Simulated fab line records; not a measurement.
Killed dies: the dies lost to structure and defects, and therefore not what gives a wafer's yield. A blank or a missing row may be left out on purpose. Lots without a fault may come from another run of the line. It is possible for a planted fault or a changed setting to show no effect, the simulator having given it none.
The tool behind it: which one? || flow gf180mcu || Sampling: 14 lots, 42 wafers, 4 of 602 route steps

== WHAT THE GAUGES SHOWED, per wafer ==
GF_V5_OVL_MEAS_15. Usual: V5_OVL 2 nm, standard deviation 5.1.
{"lot": "L141", "measured": "day 27 04:55", "on": "overlay-01", "V5_OVL (nm)": "13 3 10", "flag": ""}
{"lot": "L142", "measured": "day 27 12:25", "on": "overlay-02", "V5_OVL (nm)": "0 -3 1", "flag": ""}
{"lot": "L144", "measured": "day 28 08:52", "on": "overlay-02", "V5_OVL (nm)": "10 -4 6", "flag": ""}
{"lot": "L145", "measured": "day 28 15:52", "on": "overlay-01", "V5_OVL (nm)": "5 4 -1", "flag": ""}
{"lot": "L147", "measured": "day 29 01:57", "on": "overlay-02", "V5_OVL (nm)": "-4 -5 1", "flag": ""}
{"lot": "L148", "measured": "day 29 09:04", "on": "overlay-01", "V5_OVL (nm)": "-4 9 7", "flag": ""}
{"lot": "L150", "measured": "day 30 03:25", "on": "overlay-02", "V5_OVL (nm)": "5 9 1", "flag": ""}
{"lot": "L151", "measured": "day 30 13:28", "on": "overlay-01", "V5_OVL (nm)": "2 4 -1", "flag": ""}
{"lot": "L152", "measured": "day 30 19:10", "on": "overlay-01", "V5_OVL (nm)": "8 -7 2", "flag": ""}
{"lot": "L159", "measured": "day 32 19:01", "on": "overlay-01", "V5_OVL (nm)": "6 -2 3", "flag": ""}
{"lot": "L160", "measured": "day 33 04:37", "on": "overlay-02", "V5_OVL (nm)": "-3 4 4", "flag": ""}
{"lot": "L162", "measured": "day 33 05:33", "on": "overlay-01", "V5_OVL (nm)": "5 3 9", "flag": ""}
{"lot": "L163", "measured": "day 33 14:19", "on": "overlay-02", "V5_OVL (nm)": "7 8 -1", "flag": ""}
{"lot": "L164", "measured": "day 33 17:26", "on": "overlay-01", "V5_OVL (nm)": "-15 -1 4", "flag": ""}

== TOOL THAT RAN EACH LOT (tool first, then ch and the chambers of the sampled wafers, then the start) ==
{"lot": "L141", "GF_MIM_SPUTTER_08": "pvd-sputter-01, day 24 11:41", "GF_V5_CVD_02": "pecvd-02 ch 0,1, day 26 07:44", "GF_V5_DEVELOP_13": "litho-track-04 ch 0, day 27 04:41"}
{"lot": "L142", "GF_MIM_SPUTTER_08": "pvd-sputter-04, day 24 20:09", "GF_V5_CVD_02": "pecvd-03 ch 0,1, day 26 15:29", "GF_V5_DEVELOP_13": "litho-track-04 ch 0, day 27 12:08"}
{"lot": "L144", "GF_MIM_SPUTTER_08": "pvd-sputter-04, day 25 17:10", "GF_V5_CVD_02": "pecvd-03 ch 0,2, day 27 12:11", "GF_V5_DEVELOP_13": "litho-track-04 ch 0, day 28 08:37"}
{"lot": "L145", "GF_MIM_SPUTTER_08": "pvd-sputter-01, day 26 01:19", "GF_V5_CVD_02": "pecvd-02 ch 0,1,2, day 27 20:05", "GF_V5_DEVELOP_13": "litho-track-02 ch 0, day 28 15:35"}
{"lot": "L147", "GF_MIM_SPUTTER_08": "pvd-sputter-04, day 26 12:25", "GF_V5_CVD_02": "pecvd-04 ch 0,1, day 28 06:04", "GF_V5_DEVELOP_13": "litho-track-03 ch 0, day 29 01:42"}
{"lot": "L148", "GF_MIM_SPUTTER_08": "pvd-sputter-04, day 26 20:55", "GF_V5_CVD_02": "pecvd-04 ch 0,1, day 28 13:08", "GF_V5_DEVELOP_13": "litho-track-04 ch 0, day 29 08:47"}
{"lot": "L150", "GF_MIM_SPUTTER_08": "pvd-sputter-01, day 27 15:27", "GF_V5_CVD_02": "pecvd-03 ch 0,1, day 29 08:28", "GF_V5_DEVELOP_13": "litho-track-04 ch 0, day 30 03:11"}
{"lot": "L151", "GF_MIM_SPUTTER_08": "pvd-sputter-01, day 28 03:51", "GF_V5_CVD_02": "pecvd-02 ch 0,2, day 29 18:16", "GF_V5_DEVELOP_13": "litho-track-04 ch 0, day 30 13:11"}
{"lot": "L152", "GF_MIM_SPUTTER_08": "pvd-sputter-01, day 28 09:26", "GF_V5_CVD_02": "pecvd-04 ch 1,2, day 30 00:20", "GF_V5_DEVELOP_13": "litho-track-04 ch 0, day 30 18:53"}
{"lot": "L159", "GF_MIM_SPUTTER_08": "pvd-sputter-01, day 30 13:09", "GF_V5_CVD_02": "pecvd-04 ch 2, day 32 01:22", "GF_V5_DEVELOP_13": "litho-track-02 ch 0, day 32 18:44"}
{"lot": "L160", "GF_MIM_SPUTTER_08": "pvd-sputter-04, day 30 23:25", "GF_V5_CVD_02": "pecvd-04 ch 0,1,2, day 32 11:38", "GF_V5_DEVELOP_13": "litho-track-03 ch 0, day 33 04:23"}
{"lot": "L162", "GF_MIM_SPUTTER_08": "pvd-sputter-03, day 31 00:34", "GF_V5_CVD_02": "pecvd-03 ch 0,2, day 32 12:11", "GF_V5_DEVELOP_13": "litho-track-03 ch 0, day 33 05:18"}
{"lot": "L163", "GF_MIM_SPUTTER_08": "pvd-sputter-03, day 31 11:54", "GF_V5_CVD_02": "pecvd-04 ch 0,1,2, day 32 22:16", "GF_V5_DEVELOP_13": "litho-track-04 ch 0, day 33 14:05"}
{"lot": "L164", "GF_MIM_SPUTTER_08": "pvd-sputter-04, day 31 14:46", "GF_V5_CVD_02": "pecvd-04 ch 0,1,2, day 33 00:42", "GF_V5_DEVELOP_13": "litho-track-03 ch 0, day 33 17:10"}
- GF_MIM_SPUTTER_08: material AlCu, target thk 200 nm, time 10.6 s.
- GF_V5_CVD_02: deposits SiO2 from TEOS, target thk 1450 nm, time 163.28 s.
- GF_V5_DEVELOP_13: develop time 60 s.

== AS READ BY THE TOOLS THEMSELVES (means over the sampled wafers that have a number; for cases with no such wafer, the mark the record gives instead) ==
GF_MIM_SPUTTER_08. Usual: throttle-valve-pct reads 30.1 % (standard deviation 1.1).
{"lot": "L141", "tool": "pvd-sputter-01", "throttle-valve-pct (%)": 30.1, "flag": ""}
{"lot": "L142", "tool": "pvd-sputter-04", "throttle-valve-pct (%)": 30.0, "flag": ""}
{"lot": "L144", "tool": "pvd-sputter-04", "throttle-valve-pct (%)": 30.7, "flag": ""}
{"lot": "L145", "tool": "pvd-sputter-01", "throttle-valve-pct (%)": 29.5, "flag": ""}
{"lot": "L147", "tool": "pvd-sputter-04", "throttle-valve-pct (%)": 29.4, "flag": ""}
{"lot": "L148", "tool": "pvd-sputter-04", "throttle-valve-pct (%)": 29.2, "flag": ""}
{"lot": "L150", "tool": "pvd-sputter-01", "throttle-valve-pct (%)": 29.7, "flag": ""}
{"lot": "L151", "tool": "pvd-sputter-01", "throttle-valve-pct (%)": 29.6, "flag": ""}
{"lot": "L152", "tool": "pvd-sputter-01", "throttle-valve-pct (%)": 29.5, "flag": ""}
{"lot": "L159", "tool": "pvd-sputter-01", "throttle-valve-pct (%)": 30.2, "flag": ""}
{"lot": "L160", "tool": "pvd-sputter-04", "throttle-valve-pct (%)": 30.0, "flag": ""}
{"lot": "L162", "tool": "pvd-sputter-03", "throttle-valve-pct (%)": 31.5, "flag": ""}
{"lot": "L163", "tool": "pvd-sputter-03", "throttle-valve-pct (%)": 32.0, "flag": ""}
{"lot": "L164", "tool": "pvd-sputter-04", "throttle-valve-pct (%)": 30.6, "flag": ""}

GF_V5_CVD_02. Usual: heater-power-w reads 646 W (standard deviation 82).
{"lot": "L141", "tool": "pecvd-02", "heater-power-w (W)": 742, "flag": ""}
{"lot": "L142", "tool": "pecvd-03", "heater-power-w (W)": 592, "flag": ""}
{"lot": "L144", "tool": "pecvd-03", "heater-power-w (W)": 665, "flag": ""}
{"lot": "L145", "tool": "pecvd-02", "heater-power-w (W)": 673, "flag": ""}
{"lot": "L147", "tool": "pecvd-04", "heater-power-w (W)": 698, "flag": ""}
{"lot": "L148", "tool": "pecvd-04", "heater-power-w (W)": 685, "flag": ""}
{"lot": "L150", "tool": "pecvd-03", "heater-power-w (W)": 572, "flag": ""}
{"lot": "L151", "tool": "pecvd-02", "heater-power-w (W)": 665, "flag": ""}
{"lot": "L152", "tool": "pecvd-04", "heater-power-w (W)": 637, "flag": ""}
{"lot": "L159", "tool": "pecvd-04", "heater-power-w (W)": 602, "flag": ""}
{"lot": "L160", "tool": "pecvd-04", "heater-power-w (W)": 679, "flag": ""}
{"lot": "L162", "tool": "pecvd-03", "heater-power-w (W)": 581, "flag": ""}
{"lot": "L163", "tool": "pecvd-04", "heater-power-w (W)": 650, "flag": ""}
{"lot": "L164", "tool": "pecvd-04", "heater-power-w (W)": 615, "flag": ""}

GF_V5_DEVELOP_13. Usual: developer-temp-C reads 20.99 C (standard deviation 0.11).
{"lot": "L141", "tool": "litho-track-04", "developer-temp-C (C)": 21.06, "flag": ""}
{"lot": "L142", "tool": "litho-track-04", "developer-temp-C (C)": 21.04, "flag": ""}
{"lot": "L144", "tool": "litho-track-04", "developer-temp-C (C)": 20.92, "flag": ""}
{"lot": "L145", "tool": "litho-track-02", "developer-temp-C (C)": 20.91, "flag": ""}
{"lot": "L147", "tool": "litho-track-03", "developer-temp-C (C)": 21.03, "flag": ""}
{"lot": "L148", "tool": "litho-track-04", "developer-temp-C (C)": 21.11, "flag": ""}
{"lot": "L150", "tool": "litho-track-04", "developer-temp-C (C)": 20.95, "flag": ""}
{"lot": "L151", "tool": "litho-track-04", "developer-temp-C (C)": 21.94, "flag": "OFF"}
{"lot": "L152", "tool": "litho-track-04", "developer-temp-C (C)": 21.80, "flag": "OFF"}
{"lot": "L159", "tool": "litho-track-02", "developer-temp-C (C)": 20.85, "flag": ""}
{"lot": "L160", "tool": "litho-track-03", "developer-temp-C (C)": 20.96, "flag": ""}
{"lot": "L162", "tool": "litho-track-03", "developer-temp-C (C)": 21.00, "flag": ""}
{"lot": "L163", "tool": "litho-track-04", "developer-temp-C (C)": 21.01, "flag": ""}
{"lot": "L164", "tool": "litho-track-03", "developer-temp-C (C)": 20.90, "flag": ""}

== THE ANSWER, worked out from the rows above alone ==
Rule: lot off if the mean of its wafers having a number is beyond 3 standard deviations from the usual mean. A lot without any number at a reading at which 4 lots or more have one is off too. All remaining lots with rows at the step are treated as sound. The gauges are gone through in route order, then the tools' own readings, and for those a lot's mean is taken as printed above. At the first step where some lot is off, the reading lying furthest off is the one used; lots without a number count as furthest.
Off, at GF_V5_DEVELOP_13 on developer-temp-C: L151, L152.
A tool fits if, at that step or a process step before it, it ran every lot that is off, and no sound lot after the first of them. Not one of the candidates tried fits.

== WHAT WAS PUT IN BY THE SIMULATOR ==
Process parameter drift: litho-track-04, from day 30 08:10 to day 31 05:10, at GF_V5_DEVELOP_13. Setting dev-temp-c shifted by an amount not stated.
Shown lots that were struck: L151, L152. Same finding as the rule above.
